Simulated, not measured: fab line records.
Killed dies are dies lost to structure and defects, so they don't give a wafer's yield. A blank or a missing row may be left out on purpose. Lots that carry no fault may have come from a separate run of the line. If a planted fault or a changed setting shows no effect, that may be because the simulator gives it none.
fab line records	flow gf180mcu
record lots=12	wafers=36	lastDay=34
route steps=602 shown MVPSD@86 V1@360 V3@447
lots that met no fault: taken from a fault-free run of the same line
startH: hours from the record's opening day to when the first of the lot's shown wafers began	waitH: hours since the lot's step before	" identical to the entry in the row above	L1.1+2: a single row standing in for several wafers	- no value, or no start was given	* or withheld: withheld	< > ~ a bound
route shown NAME@n: NAME is a module with steps in the file, n the number in the route of the first one	usual: the fault-free wafers' mean and standard deviation	same: alike in all rows	chamber/n: place in a boat	sites: readings site by site	_std_site: standard deviation of those values	_edge_site: outer sites' mean less inner sites'	radiusMm: how far each site lies from the wafer's centre	mask NAME#n: copy n	behind: the most recent tool/chamber to have shaped the wafer	hold: what put the lot on hold/how long, in hours/how the hold closed	device: whichever transistor did not switch (one of n, p or np)	end of line: the same wafers' tests at the end of the route	where a step has no rows: the recipe by itself	killed: not the wafer's yield, but the dies lost to structure and defects at the first sort	map: a wafer's dies, x killed, . not, _ none there
set.NAME: setting as actually run; set.NAME@STEP: the setting as run at that earlier step	model.NAME: the simulator's own value behind a step, which no gauge read
a sample of lots followed through the steps of the route, with each step as a table and each wafer as a row
services: the hour from which a tool's chamber was out of use, counted from the record's first day as startH (under 0 if before that day), plus the number of hours and why
## steps
# step GF_MVPSD_IMPLANT_08
# recipe species=B	energyKev=170	doseCm2=1.5e+13	tiltDeg=0
# usual tiltDeg=0.001/0.02
lot.wafer	tool	chamber	startH	waitH	tiltDeg
L223.1	implanter-01	0	98.81	0.0	0.007
L223.3	"	0	"	"	0.028
L223.4	"	0	"	"	-0.002
L224.2	implanter-04	0	104.18	0.0	-0.026
L224.3	"	0	"	"	-0.016
L224.4	"	0	"	"	-0.037
L225.4	implanter-01	0	108.69	0.1	-0.001
L225.5	"	0	"	"	-0.014
L225.6	"	0	"	"	0.003
L226.2	implanter-02	0	115.25	0.0	0.011
L226.3	"	0	"	"	0.016
L226.5	"	0	"	"	0.002
L227.1	implanter-04	0	125.40	0.0	-0.003
L227.4	"	0	"	"	-0.003
L227.6	"	0	"	"	-0.012
L229.3	implanter-01	0	138.20	0.1	0.012
L229.5	"	0	"	"	-0.006
L229.6	"	0	"	"	0.017
L230.1	implanter-02	0	143.90	0.0	0.007
L230.2	"	0	"	"	0.010
L230.3	"	0	"	"	0.018
L238.3	implanter-04	0	187.30	0.1	4.246
L238.4	"	0	"	"	4.242
L238.5	"	0	"	"	4.213
L239.1	implanter-04	0	194.31	0.0	4.264
L239.2	"	0	"	"	4.256
L239.6	"	0	"	"	4.262
L243.1	implanter-02	0	216.56	0.0	-0.009
L243.4	"	0	"	"	-0.004
L243.6	"	0	"	"	0.023
L244.4	implanter-01	0	221.23	0.1	-0.006
L244.5	"	0	"	"	-0.013
L244.6	"	0	"	"	-0.024
L245.4	implanter-02	0	230.03	0.1	0.027
L245.5	"	0	"	"	0.034
L245.6	"	0	"	"	0.013
# step GF_MVPSD_TW_MEAS_11
# usual MVPSD_TW=551.3/3
lot.wafer	tool	chamber	startH	waitH	MVPSD_TW
L223.1	filmMetro-04	-	99.21	0.1	549.2
L223.3	"	-	"	"	547.8
L223.4	"	-	"	"	547.0
L224.2	filmMetro-01	-	104.59	0.1	550.2
L224.3	"	-	"	"	552.5
L224.4	"	-	"	"	554.6
L225.4	filmMetro-01	-	109.04	0.1	553.9
L225.5	"	-	"	"	551.0
L225.6	"	-	"	"	551.4
L226.2	filmMetro-03	-	115.63	0.1	558.3
L226.3	"	-	"	"	554.9
L226.5	"	-	"	"	556.5
L227.1	filmMetro-01	-	125.80	0.1	553.4
L227.4	"	-	"	"	552.5
L227.6	"	-	"	"	554.7
L229.3	filmMetro-04	-	138.57	0.1	547.5
L229.5	"	-	"	"	546.8
L229.6	"	-	"	"	550.3
L230.1	filmMetro-04	-	144.30	0.1	551.1
L230.2	"	-	"	"	549.5
L230.3	"	-	"	"	551.9
L238.3	filmMetro-03	-	187.67	0.1	607.1
L238.4	"	-	"	"	609.3
L238.5	"	-	"	"	609.4
L239.1	filmMetro-01	-	194.71	0.1	606.8
L239.2	"	-	"	"	606.2
L239.6	"	-	"	"	605.8
L243.1	filmMetro-04	-	216.96	0.1	551.2
L243.4	"	-	"	"	548.7
L243.6	"	-	"	"	547.6
L244.4	filmMetro-03	-	221.58	0.1	549.4
L244.5	"	-	"	"	551.0
L244.6	"	-	"	"	553.9
L245.4	filmMetro-04	-	230.38	0.1	546.6
L245.5	"	-	"	"	549.4
L245.6	"	-	"	"	546.2
# step GF_VT_IMPLANT_RS_MEAS_49
# recipe thkMeasGauge=four-point-probe
# usual MVPSD_RS=1167.0/2.8
lot.wafer	tool	chamber	startH	waitH	MVPSD_RS[ohm/sq]
L223.1	filmMetro-03	-	161.57	0.1	1168.1
L223.3	"	-	"	"	1167.7
L223.4	"	-	"	"	1168.8
L224.2	filmMetro-01	-	168.60	0.1	1165.5
L224.3	"	-	"	"	1165.1
L224.4	"	-	"	"	1165.2
L225.4	filmMetro-04	-	173.74	0.1	1167.4
L225.5	"	-	"	"	1166.6
L225.6	"	-	"	"	1173.8
L226.2	filmMetro-04	-	180.36	0.1	1162.5
L226.3	"	-	"	"	1165.7
L226.5	"	-	"	"	1163.9
L227.1	filmMetro-04	-	190.54	0.1	1173.3
L227.4	"	-	"	"	1168.0
L227.6	"	-	"	"	1171.7
L229.3	filmMetro-03	-	206.61	0.1	1168.8
L229.5	"	-	"	"	1168.2
L229.6	"	-	"	"	1167.3
L230.1	filmMetro-03	-	212.88	0.1	1159.1
L230.2	"	-	"	"	1161.3
L230.3	"	-	"	"	1161.2
L238.3	filmMetro-04	-	262.16	0.1	1343.6
L238.4	"	-	"	"	1347.2
L238.5	"	-	"	"	1342.9
L239.1	filmMetro-01	-	267.69	0.1	1346.9
L239.2	"	-	"	"	1347.2
L239.6	"	-	"	"	1343.8
L243.1	filmMetro-03	-	294.42	0.1	1165.4
L243.4	"	-	"	"	1167.7
L243.6	"	-	"	"	1166.5
L244.4	filmMetro-04	-	298.93	0.1	1167.7
L244.5	"	-	"	"	1169.1
L244.6	"	-	"	"	1168.7
L245.4	filmMetro-04	-	307.68	0.1	1168.5
L245.5	"	-	"	"	1169.9
L245.6	"	-	"	"	1166.6
# step GF_V1_THK_MEAS_25
# recipe thkMeasGauge=xrf	reads=W_of_V1_CVD_23
# usual V1_W_THK=358/4.1
lot.wafer	tool	chamber	startH	waitH	V1_W_THK[nm]
L223.1	filmMetro-02	-	421.21	3.7	355
L223.3	"	-	"	"	351
L223.4	"	-	"	"	354
L224.2	filmMetro-01	-	427.57	0.1	363
L224.3	"	-	"	"	362
L224.4	"	-	"	"	363
L225.4	filmMetro-01	-	432.59	0.1	356
L225.5	"	-	"	"	353
L225.6	"	-	"	"	354
L226.2	filmMetro-02	-	451.96	0.1	358
L226.3	"	-	"	"	357
L226.5	"	-	"	"	356
L227.1	filmMetro-02	-	456.98	0.1	358
L227.4	"	-	"	"	361
L227.6	"	-	"	"	358
L229.3	filmMetro-03	-	484.47	0.1	354
L229.5	"	-	"	"	358
L229.6	"	-	"	"	356
L230.1	filmMetro-01	-	491.01	0.1	357
L230.2	"	-	"	"	352
L230.3	"	-	"	"	353
L238.3	filmMetro-02	-	550.43	0.1	354
L238.4	"	-	"	"	358
L238.5	"	-	"	"	355
L239.1	filmMetro-01	-	559.59	0.1	357
L239.2	"	-	"	"	353
L239.6	"	-	"	"	353
L243.1	filmMetro-02	-	587.05	0.1	359
L243.4	"	-	"	"	357
L243.6	"	-	"	"	358
L244.4	filmMetro-03	-	592.64	0.1	353
L244.5	"	-	"	"	357
L244.6	"	-	"	"	354
L245.4	filmMetro-02	-	601.96	0.1	358
L245.5	"	-	"	"	359
L245.6	"	-	"	"	359
# step GF_V3_STRIP_18
# recipe chemistry=O2/N2	powerW=1400	pressureMtorr=1500	platenTempC=250	o2FlowSccm=3000	n2FlowSccm=300	overashFraction=0.5
# usual drypumpMotorCurrentA=5.60/0.22	heaterPowerW=344/23	oesProductAu=0.591/0.0046
lot.wafer	tool	chamber	startH	waitH	drypumpMotorCurrentA	heaterPowerW	oesProductAu	rfHoursCounterH
L223.1	plasmaAsher-04	0	523.41	-	5.75	356	0.595	71
L223.3	"	0	"	"	5.74	351	0.585	-
L223.4	"	1	"	"	5.20	329	0.594	-
L224.2	plasmaAsher-02	0	528.94	-	5.67	319	0.589	45
L224.3	"	0	"	"	5.66	301	0.586	-
L224.4	"	1	"	"	5.86	334	0.596	-
L225.4	plasmaAsher-02	0	534.12	-	5.66	317	0.592	-
L225.5	"	1	"	"	5.88	327	0.593	-
L225.6	"	0	"	"	5.66	317	0.590	-
L226.2	plasmaAsher-04	0	551.14	-	5.72	354	0.584	74
L226.3	"	0	"	"	5.73	359	0.593	-
L226.5	"	1	"	"	5.21	322	0.588	-
L227.1	plasmaAsher-04	1	557.09	-	5.21	330	0.590	75
L227.4	"	1	"	"	5.19	328	0.587	-
L227.6	"	0	"	"	5.71	347	0.585	-
L229.3	plasmaAsher-03	0	581.90	-	5.69	383	0.594	-
L229.5	"	1	"	"	5.67	364	0.591	-
L229.6	"	0	"	"	5.72	380	0.589	-
L230.1	plasmaAsher-02	0	587.99	-	5.66	314	0.592	51
L230.2	"	1	"	"	5.82	332	0.588	51
L230.3	"	1	"	"	5.82	334	0.588	-
L238.3	plasmaAsher-02	0	642.40	-	5.68	315	0.583	-
L238.4	"	1	"	"	5.76	325	0.590	-
L238.5	"	1	"	"	5.82	333	0.582	-
L239.1	plasmaAsher-04	0	648.81	-	5.73	361	0.583	83
L239.2	"	1	"	"	5.22	329	0.585	83
L239.6	"	1	"	"	5.22	328	0.592	-
L243.1	plasmaAsher-04	1	673.49	-	5.22	330	0.589	86
L243.4	"	1	"	"	5.21	327	0.590	-
L243.6	"	0	"	"	5.73	356	0.590	-
L244.4	plasmaAsher-04	0	678.47	-	5.71	352	0.593	-
L244.5	"	1	"	"	5.20	325	0.590	-
L244.6	"	0	"	"	5.73	353	0.594	-
L245.4	plasmaAsher-02	1	686.75	-	5.87	342	0.591	-
L245.5	"	0	"	"	5.71	321	0.586	-
L245.6	"	1	"	"	5.84	328	0.585	-
# step GF_V3_SPUTTER_22
# recipe material=TiN	targetThkNm=10	chamberPressurePa=5	powerW=4000	timeS=40
# usual throttleValvePct=30.5/1.8
lot.wafer	tool	chamber	startH	waitH	throttleValvePct
L223.1	pvdSputter-02	-	524.10	0.0	28.4
L223.3	"	-	"	"	33.6
L223.4	"	-	"	"	30.9
L224.2	pvdSputter-03	-	529.54	0.0	29.9
L224.3	"	-	"	"	32.5
L224.4	"	-	"	"	30.0
L225.4	pvdSputter-01	-	534.69	0.0	28.8
L225.5	"	-	"	"	29.0
L225.6	"	-	"	"	28.7
L226.2	pvdSputter-02	-	551.74	0.0	28.6
L226.3	"	-	"	"	30.6
L226.5	"	-	"	"	33.6
L227.1	pvdSputter-02	-	557.69	0.0	33.6
L227.4	"	-	"	"	28.7
L227.6	"	-	"	"	29.0
L229.3	pvdSputter-01	-	582.47	0.0	28.7
L229.5	"	-	"	"	28.5
L229.6	"	-	"	"	31.8
L230.1	pvdSputter-03	-	588.65	0.0	30.3
L230.2	"	-	"	"	31.1
L230.3	"	-	"	"	32.3
L238.3	pvdSputter-03	-	642.97	0.0	30.2
L238.4	"	-	"	"	30.3
L238.5	"	-	"	"	31.1
L239.1	pvdSputter-03	-	649.44	0.0	31.1
L239.2	"	-	"	"	30.3
L239.6	"	-	"	"	32.6
L243.1	pvdSputter-03	-	674.08	0.0	30.0
L243.4	"	-	"	"	31.1
L243.6	"	-	"	"	31.2
L244.4	pvdSputter-02	-	679.07	0.0	33.6
L244.5	"	-	"	"	28.9
L244.6	"	-	"	"	30.4
L245.4	pvdSputter-02	-	687.31	0.0	30.8
L245.5	"	-	"	"	30.5
L245.6	"	-	"	"	28.8
## services
tool	chamber	startH	hours	kind
plasmaAsher-02	-	89.95	4.3	pm
plasmaAsher-02	-	108.75	9.0	pm
plasmaAsher-04	-	123.74	0.7	repair
implanter-01	-	127.91	2.0	repair
implanter-04	-	135.24	7.9	repair
implanter-02	-	148.55	17.8	pm
implanter-01	-	155.99	3.2	repair
pvdSputter-03	-	158.75	4.5	repair
implanter-01	-	172.26	2.5	repair
implanter-02	-	177.03	3.0	repair
implanter-04	-	244.47	1.4	repair
pvdSputter-02	-	277.39	1.7	repair
pvdSputter-03	-	294.89	4.0	repair
plasmaAsher-04	-	301.93	12.0	repair
plasmaAsher-02	-	310.85	2.8	pm
plasmaAsher-04	-	361.30	9.1	repair
plasmaAsher-04	-	377.68	2.9	pm
pvdSputter-02	-	383.22	9.4	repair
pvdSputter-02	-	531.99	2.6	repair
plasmaAsher-04	-	541.67	1.4	repair
pvdSputter-02	-	569.38	0.7	repair
plasmaAsher-04	-	610.39	14.6	pm
pvdSputter-03	-	629.24	4.1	repair
plasmaAsher-04	-	649.68	1.1	repair
## key
firstSign step=GF_MVPSD_IMPLANT_08	reading=tiltDeg	direction=up	sigmas=99+	usual=0.001	struck=4.247
effect step=GF_MVPSD_TW_MEAS_11	reading=MVPSD_TW	direction=up	sigmas=19	usual=551.3	struck=607.4
effect step=GF_VT_IMPLANT_RS_MEAS_49	reading=MVPSD_RS	direction=up	sigmas=63	usual=1167.0	struck=1345.3
metAt GF_MVPSD_IMPLANT_08
struckLots L238,L239
testerLeftOut L238,L239
notActingAt GF_V1_THK_MEAS_25,GF_V3_STRIP_18,GF_V3_SPUTTER_22
onsetBetween 125.40 187.30
fault kind=processParameterDrift	tool=implanter-04	chamber=-	onsetH=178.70	steps=GF_MVPSD_IMPLANT_08	channel=tiltDeg	offset=4.2478	shape=step	endH=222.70	actsIn=theseRecipesOnly	stated=0
# testerLeftOut: of these lots the tester's yield and bins aren't shown, on N5 and GAA mostly nor the transistor test; their killed dies are dies lost to structure and defects alone, not to doping, threshold or leakage, so they don't give the yield
